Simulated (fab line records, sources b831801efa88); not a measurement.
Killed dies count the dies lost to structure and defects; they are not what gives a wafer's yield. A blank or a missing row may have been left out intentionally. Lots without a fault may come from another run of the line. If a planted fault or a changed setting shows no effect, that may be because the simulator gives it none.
fab line records | flow sky130
[record] lots = 12 | wafers = 36 | lastDay = 50
route steps=708 shown RES_XHIGH@340 SD_N@358 LI_CONTACT@383 LOCAL_INTERCONNECT@398 PAD_OPEN@708
lots that met no fault: from a run of the same line without faults
startH: start of the lot's first displayed wafer, in hours after the record's first day | waitH: hours from the lot's prior step to this one | " repeats the value in the row above | L1.1+2: one row covering several wafers at once | - value missing, or start not given | * or withheld: withheld | < > ~ a bound
route shown NAME@n: names a module that has steps shown in the file, with the first one's number in the route | usual: mean/standard deviation taken from wafers without a fault | same: alike in all rows | chamber/n: place in a boat | sites: per-site readings | _std_site: standard deviation of those values | _edge_site: mean of outer sites minus mean of inner sites | radiusMm: how far each site lies from the wafer's centre | mask NAME#n: copy n | behind: the last tool/chamber to shape the wafer | hold: cause of the lot's hold/its duration in hours/its outcome | device: the n, p or np transistor that did not switch | end of line: the tests these same wafers got at the end of their route | step lacking rows: just its recipe | killed: dies that structure and defects cost at the first sort, which is not the same as the wafer's yield | map: per-die view of a wafer (x killed, . not killed, _ where there is no die)
set.NAME: the setting as run; set.NAME@STEP: as run at that earlier step | model.NAME: the simulator's own value behind a step, which no gauge read
one table for each step of the route and one row for each wafer, over a sample of lots
services: from which hour (startH, from the record's first day; less than 0 if before it) a tool's chamber was out of use, for how many hours, and why
[[steps]]
[step SKY_RES_XHIGH_STRIP_08]
[recipe] chemistry = O2/N2 | powerW = 1400 | pressureMtorr = 1500 | platenTempC = withheld | o2FlowSccm = 3000 | n2FlowSccm = 300 | overashFraction = 0.5
[usual] drypumpMotorCurrentA = 5.51/0.19 | oesProductAu = 0.711/0.0045 | stripTimeToEndpointS = 14.28/0.047
lot.wafer | tool           | chamber | startH | waitH | drypumpMotorCurrentA | oesProductAu | rfHoursCounterH | stripTimeToEndpointS
L462.4    | plasmaAsher-04 | 1       | 647.95 | 0.1   | 5.17                 | 0.703        | -               | 14.27
L462.5    | "              | 0       | "      | "     | 5.55                 | 0.710        | -               | 14.27
L462.6    | "              | 1       | "      | "     | 5.19                 | 0.712        | -               | 14.26
L463.1    | plasmaAsher-04 | 1       | 651.72 | 0.1   | 5.20                 | 0.708        | 54              | 14.21
L463.2    | "              | 0       | "      | "     | 5.57                 | 0.706        | 54              | 14.21
L463.5    | "              | 0       | "      | "     | 5.56                 | 0.707        | -               | 14.27
L465.1    | plasmaAsher-02 | 1       | 674.37 | 0.1   | 5.66                 | 0.714        | 97              | 14.26
L465.4    | "              | 0       | "      | "     | 5.31                 | 0.709        | -               | 14.25
L465.6    | "              | 0       | "      | "     | 5.33                 | 0.712        | -               | 14.29
L468.2    | plasmaAsher-03 | 0       | 692.62 | 0.1   | 5.57                 | 0.715        | 25              | 14.33
L468.3    | "              | 0       | "      | "     | 5.57                 | 0.716        | -               | 14.27
L468.5    | "              | 1       | "      | "     | 5.71                 | 0.710        | -               | 14.32
L469.2    | plasmaAsher-04 | 0       | 706.73 | 0.1   | 5.55                 | 0.712        | 59              | 14.32
L469.4    | "              | 0       | "      | "     | 5.60                 | 0.713        | -               | 14.30
L469.5    | "              | 1       | "      | "     | 5.20                 | 0.716        | -               | 14.32
L470.1    | plasmaAsher-04 | 0       | 711.27 | 0.1   | 5.54                 | 0.721        | 60              | 14.26
L470.4    | "              | 0       | "      | "     | 5.56                 | 0.714        | -               | 14.26
L470.5    | "              | 1       | "      | "     | 5.22                 | 0.713        | -               | 14.30
L472.2    | plasmaAsher-04 | 0       | 726.78 | 0.1   | 5.53                 | 0.705        | 61              | 14.23
L472.3    | "              | 0       | "      | "     | 5.56                 | 0.709        | -               | 14.26
L472.6    | "              | 0       | "      | "     | 5.51                 | 0.708        | -               | 14.29
L473.2    | plasmaAsher-02 | 1       | 729.52 | 0.1   | 5.67                 | 0.711        | 102             | 14.27
L473.3    | "              | 1       | "      | "     | 5.66                 | 0.712        | -               | 14.27
L473.4    | "              | 0       | "      | "     | 5.32                 | 0.718        | -               | 14.29
L474.2    | plasmaAsher-02 | 0       | 744.22 | 0.1   | 5.34                 | 0.713        | 0               | 14.30
L474.3    | "              | 0       | "      | "     | 5.32                 | 0.710        | -               | 14.21
L474.4    | "              | 1       | "      | "     | 5.67                 | 0.720        | -               | 14.25
L476.1    | plasmaAsher-02 | 1       | 761.67 | 0.1   | 5.69                 | 0.711        | 1               | 14.30
L476.5    | "              | 1       | "      | "     | 5.71                 | 0.715        | -               | 14.28
L476.6    | "              | 0       | "      | "     | 5.37                 | 0.713        | -               | 14.24
L477.2    | plasmaAsher-04 | 0       | 764.32 | 0.1   | 5.54                 | 0.713        | 65              | 14.20
L477.4    | "              | 0       | "      | "     | 5.58                 | 0.709        | -               | 14.25
L477.5    | "              | 1       | "      | "     | 5.20                 | 0.717        | -               | 14.24
L482.2    | plasmaAsher-03 | 1       | 807.62 | 0.1   | 5.76                 | 0.708        | 37              | 14.34
L482.4    | "              | 1       | "      | "     | 5.74                 | 0.710        | -               | 14.29
L482.5    | "              | 0       | "      | "     | 5.58                 | 0.707        | -               | 14.36
[step SKY_SD_N_RS_MEAS_16]
[recipe] thkMeasGauge = four-point-probe
[usual] SD_N_RS = 68.61/0.12
lot.wafer | tool         | chamber | startH | waitH | SD_N_RS[ohm/sq]
L462.4    | filmMetro-01 | -       | 677.58 | 0.1   | 68.50
L462.5    | "            | -       | "      | "     | 68.47
L462.6    | "            | -       | "      | "     | 68.46
L463.1    | filmMetro-02 | -       | 680.86 | 0.1   | 68.62
L463.2    | "            | -       | "      | "     | 68.56
L463.5    | "            | -       | "      | "     | 68.63
L465.1    | filmMetro-04 | -       | 703.64 | 0.1   | 68.73
L465.4    | "            | -       | "      | "     | 68.72
L465.6    | "            | -       | "      | "     | 68.65
L468.2    | filmMetro-04 | -       | 718.77 | 0.1   | 68.81
L468.3    | "            | -       | "      | "     | 68.91
L468.5    | "            | -       | "      | "     | 68.75
L469.2    | filmMetro-04 | -       | 733.47 | 0.1   | 68.80
L469.4    | "            | -       | "      | "     | 68.63
L469.5    | "            | -       | "      | "     | 68.69
L470.1    | filmMetro-01 | -       | 740.72 | 0.1   | 68.52
L470.4    | "            | -       | "      | "     | 68.52
L470.5    | "            | -       | "      | "     | 68.55
L472.2    | filmMetro-02 | -       | 755.19 | 0.1   | 68.51
L472.3    | "            | -       | "      | "     | 68.43
L472.6    | "            | -       | "      | "     | 68.47
L473.2    | filmMetro-02 | -       | 757.32 | 0.1   | 68.58
L473.3    | "            | -       | "      | "     | 68.68
L473.4    | "            | -       | "      | "     | 68.58
L474.2    | filmMetro-04 | -       | 772.12 | 0.1   | 68.56
L474.3    | "            | -       | "      | "     | 68.73
L474.4    | "            | -       | "      | "     | 68.70
L476.1    | filmMetro-02 | -       | 788.51 | 0.1   | 68.63
L476.5    | "            | -       | "      | "     | 68.61
L476.6    | "            | -       | "      | "     | 68.40
L477.2    | filmMetro-01 | -       | 792.24 | 0.1   | 68.48
L477.4    | "            | -       | "      | "     | 68.48
L477.5    | "            | -       | "      | "     | 68.48
L482.2    | filmMetro-02 | -       | 835.24 | 0.1   | 68.66
L482.4    | "            | -       | "      | "     | 68.77
L482.5    | "            | -       | "      | "     | 68.69
[step SKY_LI_CONTACT_CVD_21]
[recipe] material = W | targetThkNm = 400 | timeS = 120.56 | tempC = 400 | pressureTorr = 40
[usual] heaterPowerW = 890/48 | susceptorTempC = 400.04/0.23
lot.wafer | tool    | chamber | startH | waitH | heaterPowerW | susceptorTempC
L462.4    | cvdW-01 | 0       | 706.23 | 0.1   | 923          | 400.20
L462.5    | "       | 0       | "      | "     | 910          | 399.74
L462.6    | "       | 1       | "      | "     | 923          | 400.30
L463.1    | cvdW-02 | 1       | 709.02 | 0.0   | 800          | 399.97
L463.2    | "       | 0       | "      | "     | 885          | 400.12
L463.5    | "       | 0       | "      | "     | 909          | 400.27
L465.1    | cvdW-02 | 0       | 732.05 | 0.0   | 911          | 399.96
L465.4    | "       | 1       | "      | "     | 803          | 399.96
L465.6    | "       | 1       | "      | "     | 816          | 399.81
L468.2    | cvdW-01 | 1       | 747.57 | 0.0   | 906          | 400.18
L468.3    | "       | 1       | "      | "     | 931          | 400.13
L468.5    | "       | 1       | "      | "     | 913          | 400.17
L469.2    | cvdW-02 | 0       | 761.51 | 0.0   | 919          | 399.76
L469.4    | "       | 1       | "      | "     | 820          | 400.35
L469.5    | "       | 0       | "      | "     | 904          | 400.09
L470.1    | cvdW-02 | 0       | 769.38 | 0.0   | 898          | 399.90
L470.4    | "       | 1       | "      | "     | 825          | 400.09
L470.5    | "       | 1       | "      | "     | 818          | 400.32
L472.2    | cvdW-02 | 1       | 783.22 | 0.0   | 801          | 399.98
L472.3    | "       | 0       | "      | "     | 946          | 400.01
L472.6    | "       | 0       | "      | "     | 909          | 400.21
L473.2    | cvdW-02 | 1       | 784.99 | 0.0   | 804          | 399.98
L473.3    | "       | 0       | "      | "     | 898          | 400.08
L473.4    | "       | 1       | "      | "     | 824          | 400.34
L474.2    | cvdW-01 | 1       | 800.39 | 0.0   | 910          | 400.32
L474.3    | "       | 1       | "      | "     | 925          | 400.43
L474.4    | "       | 0       | "      | "     | 908          | 399.47
L476.1    | cvdW-01 | 0       | 817.35 | 0.0   | 876          | 391.73
L476.5    | "       | 0       | "      | "     | 879          | 391.68
L476.6    | "       | 1       | "      | "     | 860          | 391.98
L477.2    | cvdW-01 | 1       | 820.51 | 0.0   | 873          | 391.78
L477.4    | "       | 1       | "      | "     | 857          | 391.73
L477.5    | "       | 1       | "      | "     | 857          | 391.71
L482.2    | cvdW-02 | 0       | 863.09 | 0.0   | 906          | 400.14
L482.4    | "       | 0       | "      | "     | 923          | 400.45
L482.5    | "       | 0       | "      | "     | 912          | 400.29
[step SKY_LI_CONTACT_RS_MEAS_22]
[recipe] thkMeasGauge = four-point-probe | reads = W_of_LI_CONTACT_CVD_21+TiN_of_LI_CONTACT_SPUTTER_20+Ti_of_LI_CONTACT_SPUTTER_19
[usual] LI_CONTACT_W_RS = 0.286/0.0039
lot.wafer | tool         | chamber | startH | waitH | LI_CONTACT_W_RS[ohm/sq]
L462.4    | filmMetro-01 | -       | 706.37 | 0.1   | 0.277
L462.5    | "            | -       | "      | "     | 0.280
L462.6    | "            | -       | "      | "     | 0.281
L463.1    | filmMetro-01 | -       | 709.15 | 0.1   | 0.288
L463.2    | "            | -       | "      | "     | 0.291
L463.5    | "            | -       | "      | "     | 0.290
L465.1    | filmMetro-04 | -       | 732.17 | 0.1   | 0.293
L465.4    | "            | -       | "      | "     | 0.288
L465.6    | "            | -       | "      | "     | 0.291
L468.2    | filmMetro-01 | -       | 747.72 | 0.1   | 0.289
L468.3    | "            | -       | "      | "     | 0.286
L468.5    | "            | -       | "      | "     | 0.286
L469.2    | filmMetro-02 | -       | 761.66 | 0.1   | 0.288
L469.4    | "            | -       | "      | "     | 0.284
L469.5    | "            | -       | "      | "     | 0.288
L470.1    | filmMetro-04 | -       | 769.51 | 0.1   | 0.284
L470.4    | "            | -       | "      | "     | 0.285
L470.5    | "            | -       | "      | "     | 0.285
L472.2    | filmMetro-01 | -       | 783.37 | 0.1   | 0.282
L472.3    | "            | -       | "      | "     | 0.283
L472.6    | "            | -       | "      | "     | 0.285
L473.2    | filmMetro-04 | -       | 785.13 | 0.1   | 0.287
L473.3    | "            | -       | "      | "     | 0.288
L473.4    | "            | -       | "      | "     | 0.287
L474.2    | filmMetro-01 | -       | 800.53 | 0.1   | 0.288
L474.3    | "            | -       | "      | "     | 0.288
L474.4    | "            | -       | "      | "     | 0.282
L476.1    | filmMetro-01 | -       | 817.48 | 0.1   | 0.320
L476.5    | "            | -       | "      | "     | 0.323
L476.6    | "            | -       | "      | "     | 0.331
L477.2    | filmMetro-01 | -       | 820.66 | 0.1   | 0.335
L477.4    | "            | -       | "      | "     | 0.339
L477.5    | "            | -       | "      | "     | 0.339
L482.2    | filmMetro-01 | -       | 863.24 | 0.1   | 0.285
L482.4    | "            | -       | "      | "     | 0.290
L482.5    | "            | -       | "      | "     | 0.288
[step SKY_LI_CONTACT_THK_MEAS_23]
[recipe] thkMeasGauge = xrf | reads = W_of_LI_CONTACT_CVD_21
[usual] LI_CONTACT_W_THK = 392/5.9
lot.wafer | tool         | chamber | startH | waitH | LI_CONTACT_W_THK[nm]
L462.4    | filmMetro-01 | -       | 706.46 | 0.1   | 408
L462.5    | "            | -       | "      | "     | 403
L462.6    | "            | -       | "      | "     | 404
L463.1    | filmMetro-01 | -       | 709.27 | 0.1   | 392
L463.2    | "            | -       | "      | "     | 388
L463.5    | "            | -       | "      | "     | 390
L465.1    | filmMetro-04 | -       | 732.29 | 0.1   | 386
L465.4    | "            | -       | "      | "     | 392
L465.6    | "            | -       | "      | "     | 388
L468.2    | filmMetro-01 | -       | 747.83 | 0.1   | 387
L468.3    | "            | -       | "      | "     | 393
L468.5    | "            | -       | "      | "     | 387
L469.2    | filmMetro-02 | -       | 761.77 | 0.1   | 389
L469.4    | "            | -       | "      | "     | 389
L469.5    | "            | -       | "      | "     | 383
L470.1    | filmMetro-04 | -       | 769.63 | 0.1   | 400
L470.4    | "            | -       | "      | "     | 395
L470.5    | "            | -       | "      | "     | 397
L472.2    | filmMetro-01 | -       | 783.48 | 0.1   | 403
L472.3    | "            | -       | "      | "     | 401
L472.6    | "            | -       | "      | "     | 397
L473.2    | filmMetro-04 | -       | 785.24 | 0.1   | 392
L473.3    | "            | -       | "      | "     | 395
L473.4    | "            | -       | "      | "     | 393
L474.2    | filmMetro-01 | -       | 800.64 | 0.1   | 389
L474.3    | "            | -       | "      | "     | 391
L474.4    | "            | -       | "      | "     | 402
L476.1    | filmMetro-01 | -       | 817.60 | 0.1   | 345
L476.5    | "            | -       | "      | "     | 343
L476.6    | "            | -       | "      | "     | 335
L477.2    | filmMetro-01 | -       | 820.77 | 0.1   | 332
L477.4    | "            | -       | "      | "     | 327
L477.5    | "            | -       | "      | "     | 328
L482.2    | filmMetro-01 | -       | 863.35 | 0.1   | 392
L482.4    | "            | -       | "      | "     | 386
L482.5    | "            | -       | "      | "     | 387
[step SKY_LOCAL_INTERCONNECT_CD_MEAS_11]
[recipe] targetCdNm = 170
[usual] cdNm = 170.5/1.7
lot.wafer | tool     | chamber | startH | waitH | cdNm
L462.4    | cdSem-01 | -       | 733.82 | -     | 171.2
L462.5    | "        | -       | "      | "     | 170.4
L462.6    | "        | -       | "      | "     | 170.5
L463.1    | cdSem-02 | -       | 737.07 | -     | 170.3
L463.2    | "        | -       | "      | "     | 170.0
L463.5    | "        | -       | "      | "     | 168.7
L465.1    | cdSem-01 | -       | 760.32 | -     | 169.6
L465.4    | "        | -       | "      | "     | 168.6
L465.6    | "        | -       | "      | "     | 168.2
L468.2    | cdSem-02 | -       | 775.64 | -     | 173.1
L468.3    | "        | -       | "      | "     | 171.2
L468.5    | "        | -       | "      | "     | 173.1
L469.2    | cdSem-02 | -       | 788.94 | -     | 169.0
L469.4    | "        | -       | "      | "     | 169.3
L469.5    | "        | -       | "      | "     | 170.0
L470.1    | cdSem-01 | -       | 797.01 | -     | 170.6
L470.4    | "        | -       | "      | "     | 170.7
L470.5    | "        | -       | "      | "     | 170.9
L472.2    | cdSem-02 | -       | 810.23 | -     | 171.3
L472.3    | "        | -       | "      | "     | 170.4
L472.6    | "        | -       | "      | "     | 171.5
L473.2    | cdSem-01 | -       | 812.09 | -     | 171.7
L473.3    | "        | -       | "      | "     | 172.0
L473.4    | "        | -       | "      | "     | 172.9
L474.2    | cdSem-02 | -       | 827.99 | -     | 171.2
L474.3    | "        | -       | "      | "     | 170.2
L474.4    | "        | -       | "      | "     | 170.4
L476.1    | cdSem-01 | -       | 844.17 | -     | 172.0
L476.5    | "        | -       | "      | "     | 171.1
L476.6    | "        | -       | "      | "     | 171.5
L477.2    | cdSem-01 | -       | 847.79 | -     | 169.6
L477.4    | "        | -       | "      | "     | 170.1
L477.5    | "        | -       | "      | "     | 168.5
L482.2    | cdSem-01 | -       | 889.18 | -     | 168.0
L482.4    | "        | -       | "      | "     | 167.9
L482.5    | "        | -       | "      | "     | 169.6
[step SKY_PAD_OPEN_PROBE_99]
[usual] killed_at_M0_to_M3 = 45/6.8 | killed_at_M4_up = 3.2/1.6 | killedAtContacts = 24/5.1 | killedAtFrontEnd = 14/4.4 | killedAtOther = 0.4/0.65 | killedDies = 87/8.8 | killedOnRim = 17/3.6 | killedOpen = 47/7.2 | killedShort = 39/6.1
[same] grossDies = 492 | killedAtBackSide = 0
lot.wafer | tool      | chamber | startH  | waitH | killed_at_M0_to_M3 | killed_at_M4_up | killedAtContacts | killedAtFrontEnd | killedAtOther | killedDies | killedOnRim | killedOpen | killedShort
L463.1    | prober-02 | -       | 1099.10 | 0.1   | 44                 | 2               | 18               | 13               | 0             | 77         | 15          | 41         | 36
L463.2    | prober-02 | -       | 1099.15 | 0.1   | 50                 | 2               | 35               | 12               | 0             | 99         | 22          | 53         | 46
L463.5    | prober-02 | -       | 1099.30 | 0.2   | 43                 | 2               | 13               | 13               | 1             | 72         | 16          | 30         | 42
L468.2    | prober-01 | -       | 1126.39 | 0.1   | 52                 | 0               | 21               | 11               | 0             | 84         | 25          | 46         | 38
L468.3    | prober-01 | -       | 1126.44 | 0.2   | 41                 | 3               | 19               | 6                | 1             | 70         | 13          | 41         | 29
L468.5    | prober-01 | -       | 1126.54 | 0.2   | 46                 | 4               | 23               | 12               | 2             | 87         | 20          | 52         | 35
L469.2    | prober-02 | -       | 1137.86 | 0.1   | 53                 | 1               | 17               | 14               | 0             | 85         | 17          | 54         | 31
L469.4    | prober-02 | -       | 1137.96 | 0.2   | 50                 | 2               | 26               | 12               | 0             | 90         | 18          | 49         | 41
L469.5    | prober-02 | -       | 1138.01 | 0.2   | 56                 | 1               | 22               | 14               | 1             | 94         | 26          | 51         | 43
L470.1    | prober-02 | -       | 1144.91 | 0.1   | 53                 | 3               | 23               | 14               | 1             | 94         | 20          | 47         | 45
L470.4    | prober-02 | -       | 1145.06 | 0.2   | 58                 | 1               | 26               | 15               | 0             | 100        | 22          | 59         | 41
L470.5    | prober-02 | -       | 1145.11 | 0.2   | 50                 | 7               | 23               | 14               | 1             | 95         | 14          | 56         | 38
L472.2    | prober-01 | -       | 1150.88 | 0.1   | 51                 | 4               | 12               | 21               | 1             | 89         | 14          | 47         | 42
L472.3    | prober-01 | -       | 1150.93 | 0.2   | 38                 | 2               | 26               | 7                | 1             | 74         | 13          | 39         | 34
L472.6    | prober-01 | -       | 1151.08 | 0.2   | 31                 | 4               | 24               | 17               | 0             | 76         | 8           | 38         | 38
L473.2    | prober-02 | -       | 1153.63 | 0.1   | 38                 | 3               | 27               | 12               | 0             | 80         | 11          | 34         | 46
L473.3    | prober-02 | -       | 1153.68 | 0.2   | 47                 | 5               | 21               | 20               | 1             | 94         | 28          | 49         | 44
L473.4    | prober-02 | -       | 1153.73 | 0.2   | 54                 | 1               | 17               | 15               | 0             | 87         | 15          | 41         | 46
L474.2    | prober-01 | -       | 1164.68 | 0.1   | 43                 | 2               | 24               | 8                | 1             | 78         | 8           | 43         | 35
L474.3    | prober-01 | -       | 1164.73 | 0.2   | 47                 | 3               | 28               | 10               | 1             | 89         | 17          | 44         | 45
L474.4    | prober-01 | -       | 1164.78 | 0.2   | 48                 | 2               | 21               | 13               | 0             | 84         | 15          | 47         | 37
L477.2    | prober-02 | -       | 1176.88 | 0.1   | 55                 | 4               | 28               | 9                | 0             | 96         | 16          | 57         | 39
L477.4    | prober-02 | -       | 1176.98 | 0.2   | 48                 | 1               | 26               | 12               | 1             | 88         | 20          | 52         | 36
L477.5    | prober-02 | -       | 1177.03 | 0.2   | 36                 | 2               | 19               | 14               | 0             | 71         | 14          | 37         | 34
// killed by level:class
L463.1 VIA3:geometricParticle:open=8 CONTACT:geometricParticle:open=7 VIA1:geometricParticle:open=7 CONTACT:geometricParticle:short=6 FIELD_ISO:geometricParticle:open=5 METAL2:geometricParticle:short=5 LI_CONTACT:geometricParticle:open=4 METAL1:geometricParticle:short=4
L463.2 CONTACT:geometricParticle:open=15 VIA1:geometricParticle:open=8 METAL2:geometricParticle:short=7 METAL1:geometricParticle:short=7 VIA2:geometricParticle:open=7 LI_CONTACT:geometricParticle:open=6 VIA1:geometricParticle:short=6 VIA3:geometricParticle:open=6
L463.5 METAL1:geometricParticle:short=14 VIA1:geometricParticle:open=8 FIELD_ISO:geometricParticle:short=7 LI_CONTACT:geometricParticle:open=7 FIELD_ISO:geometricParticle:open=4 METAL2:geometricParticle:short=4 VIA3:geometricParticle:open=4 VIA2:geometricParticle:open=3
L468.2 VIA1:geometricParticle:open=12 VIA2:geometricParticle:open=10 CONTACT:geometricParticle:open=9 VIA1:geometricParticle:short=5 VIA3:geometricParticle:open=5 LI_CONTACT:geometricParticle:open=4 METAL2:geometricParticle:short=4 VIA2:geometricParticle:short=4
L468.3 VIA2:geometricParticle:open=10 VIA1:geometricParticle:open=8 CONTACT:geometricParticle:open=7 VIA3:geometricParticle:open=6 METAL1:geometricParticle:short=4 LOCAL_INTERCONNECT:geometricParticle:short=4 FIELD_ISO:geometricParticle:open=3 LI_CONTACT:geometricParticle:open=3
L468.5 VIA2:geometricParticle:open=11 CONTACT:geometricParticle:open=11 VIA3:geometricParticle:open=8 VIA1:geometricParticle:open=6 VIA1:geometricParticle:short=6 LI_CONTACT:geometricParticle:open=5 POLY_GATE:geometricParticle:open=4 FIELD_ISO:geometricParticle:short=3
L469.2 VIA1:geometricParticle:open=15 VIA3:geometricParticle:open=8 LI_CONTACT:geometricParticle:open=7 VIA1:geometricParticle:short=7 VIA2:geometricParticle:open=7 CONTACT:geometricParticle:open=5 METAL1:geometricParticle:short=4 VIA2:geometricParticle:short=4
L469.4 CONTACT:geometricParticle:open=10 VIA1:geometricParticle:open=10 VIA2:geometricParticle:open=9 VIA3:geometricParticle:open=8 VIA1:geometricParticle:short=7 FIELD_ISO:geometricParticle:short=6 LI_CONTACT:geometricParticle:open=6 METAL1:geometricParticle:short=6
L469.5 VIA1:geometricParticle:open=17 METAL1:geometricParticle:short=8 LI_CONTACT:geometricParticle:open=7 CONTACT:geometricParticle:open=7 VIA2:geometricParticle:short=7 VIA3:geometricParticle:open=7 CONTACT:geometricParticle:short=5 VIA1:geometricParticle:short=5
L470.1 VIA2:geometricParticle:open=11 VIA1:geometricParticle:open=9 CONTACT:geometricParticle:open=8 METAL1:geometricParticle:short=8 LOCAL_INTERCONNECT:geometricParticle:short=6 VIA3:geometricParticle:open=5 POLY_CUT:geometricParticle:short=4 CONTACT:geometricParticle:short=4
L470.4 CONTACT:geometricParticle:open=11 VIA2:geometricParticle:open=11 VIA1:geometricParticle:open=11 VIA3:geometricParticle:open=9 LI_CONTACT:geometricParticle:open=6 METAL2:geometricParticle:short=6 FIELD_ISO:geometricParticle:open=5 VIA2:geometricParticle:short=5
L470.5 VIA3:geometricParticle:open=11 VIA2:geometricParticle:open=9 CONTACT:geometricParticle:open=9 METAL2:geometricParticle:short=7 VIA1:geometricParticle:open=6 LI_CONTACT:geometricParticle:open=5 METAL2:geometricParticle:open=5 LI_CONTACT:geometricParticle:short=4
L472.2 VIA1:geometricParticle:open=13 VIA3:geometricParticle:open=11 POLY_GATE:geometricParticle:open=6 METAL1:geometricParticle:short=6 VIA2:geometricParticle:open=6 POLY_GATE:geometricParticle:short=5 LI_CONTACT:geometricParticle:short=5 VIA3:geometricParticle:short=5
L472.3 VIA3:geometricParticle:open=12 CONTACT:geometricParticle:open=7 METAL2:geometricParticle:short=7 LI_CONTACT:geometricParticle:open=6 CONTACT:geometricParticle:short=5 VIA2:geometricParticle:open=4 LI_CONTACT:geometricParticle:short=4 LOCAL_INTERCONNECT:geometricParticle:short=4
L472.6 CONTACT:geometricParticle:open=9 FIELD_ISO:geometricParticle:open=6 CONTACT:geometricParticle:short=6 VIA1:geometricParticle:open=6 VIA1:geometricParticle:short=6 FIELD_ISO:geometricParticle:short=5 LI_CONTACT:geometricParticle:open=5 METAL2:geometricParticle:short=4
L473.2 LI_CONTACT:geometricParticle:open=7 CONTACT:geometricParticle:open=7 METAL2:geometricParticle:short=6 VIA1:geometricParticle:short=5 VIA3:geometricParticle:short=5 VIA2:geometricParticle:short=5 FIELD_ISO:geometricParticle:short=4 POLY_GATE:geometricParticle:open=4
L473.3 CONTACT:geometricParticle:open=9 VIA1:geometricParticle:short=8 VIA3:geometricParticle:open=7 LI_CONTACT:geometricParticle:open=6 VIA1:geometricParticle:open=6 METAL2:geometricParticle:short=6 FIELD_ISO:geometricParticle:open=5 POLY_GATE:geometricParticle:short=5
L473.4 VIA1:geometricParticle:open=9 METAL2:geometricParticle:short=9 VIA1:geometricParticle:short=8 CONTACT:geometricParticle:open=8 METAL1:geometricParticle:short=6 VIA3:geometricParticle:open=6 LI_CONTACT:geometricParticle:open=5 VIA2:geometricParticle:open=5
L474.2 VIA2:geometricParticle:open=9 VIA1:geometricParticle:open=7 LI_CONTACT:geometricParticle:open=7 CONTACT:geometricParticle:short=7 METAL1:geometricParticle:short=6 FIELD_ISO:geometricParticle:open=5 VIA3:geometricParticle:short=5 CONTACT:geometricParticle:open=4
L474.3 LI_CONTACT:geometricParticle:open=9 VIA1:geometricParticle:open=9 METAL1:geometricParticle:short=9 CONTACT:geometricParticle:open=7 CONTACT:geometricParticle:short=7 VIA2:geometricParticle:open=7 VIA3:geometricParticle:short=5 VIA3:geometricParticle:open=5
L474.4 VIA1:geometricParticle:open=18 CONTACT:geometricParticle:open=10 METAL1:geometricParticle:short=7 POLY_GATE:geometricParticle:open=6 VIA3:geometricParticle:open=6 METAL2:geometricParticle:short=5 VIA3:geometricParticle:short=5 LI_CONTACT:geometricParticle:open=4
L477.2 VIA1:geometricParticle:open=15 CONTACT:geometricParticle:open=11 LI_CONTACT:geometricParticle:open=9 METAL2:geometricParticle:short=7 VIA2:geometricParticle:open=7 VIA1:geometricParticle:short=6 FIELD_ISO:geometricParticle:open=4 FIELD_ISO:geometricParticle:short=4
L477.4 CONTACT:geometricParticle:open=12 VIA1:geometricParticle:open=12 LI_CONTACT:geometricParticle:open=7 VIA2:geometricParticle:open=7 METAL1:geometricParticle:short=5 METAL2:geometricParticle:short=5 POLY_GATE:geometricParticle:open=4 LOCAL_INTERCONNECT:geometricParticle:short=4
L477.5 METAL2:geometricParticle:short=9 LI_CONTACT:geometricParticle:open=8 POLY_GATE:geometricParticle:short=6 VIA1:geometricParticle:open=6 VIA2:geometricParticle:open=5 POLY_GATE:geometricParticle:open=4 METAL1:geometricParticle:short=4 LI_CONTACT:geometricParticle:short=4
[[services]]
tool           | chamber | startH | hours | kind
plasmaAsher-02 | -       | 644.68 | 1.7   | repair
plasmaAsher-04 | -       | 660.59 | 4.6   | repair
cvdW-01        | 1       | 662.91 | 5.8   | repair
cvdW-02        | -       | 668.90 | 0.4   | repair
plasmaAsher-02 | -       | 733.75 | 9.0   | pm
plasmaAsher-02 | 0       | 733.75 | 9.0   | ventCycle
plasmaAsher-02 | 1       | 733.75 | 9.0   | ventCycle
plasmaAsher-03 | -       | 741.04 | 0.9   | repair
plasmaAsher-02 | 0       | 742.75 | -     | clean
plasmaAsher-02 | 1       | 742.75 | -     | clean
plasmaAsher-04 | -       | 752.70 | 0.8   | repair
cvdW-01        | -       | 756.97 | 6.9   | pm
plasmaAsher-04 | -       | 801.29 | 12.6  | repair
plasmaAsher-02 | -       | 821.24 | 12.2  | pm
plasmaAsher-03 | -       | 842.77 | 0.4   | repair
plasmaAsher-04 | -       | 842.84 | 0.3   | repair
[[key]]
[firstSign] step = SKY_LI_CONTACT_CVD_21 | reading = susceptorTempC | direction = down | sigmas = 36 | usual = * | struck = *
[effect] step = SKY_LI_CONTACT_RS_MEAS_22 | reading = LI_CONTACT_W_RS | direction = up | sigmas = 12 | usual = 0.286 | struck = 0.331
[effect] step = SKY_LI_CONTACT_THK_MEAS_23 | reading = LI_CONTACT_W_THK | direction = down | sigmas = 9.7 | usual = 392 | struck = 335
metAt SKY_LI_CONTACT_CVD_21
struckLots L476,L477
testerLeftOut L476,L477
notActingAt SKY_RES_XHIGH_STRIP_08,SKY_SD_N_RS_MEAS_16,SKY_LOCAL_INTERCONNECT_CD_MEAS_11
onsetBetween 800.39 817.35
[fault] kind = processParameterDrift | tool = cvdW-01 | chamber = - | onsetH = 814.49 | steps = SKY_LI_CONTACT_CVD_21 | channel = tempC | offset = * | shape = step | endH = 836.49 | actsIn = * | stated = *
// testerLeftOut: of these lots the tester's yield and bins aren't shown, on N5 and GAA mostly nor the transistor test; their killed dies are dies lost to structure and defects alone, not to doping, threshold or leakage, so they don't give the yield
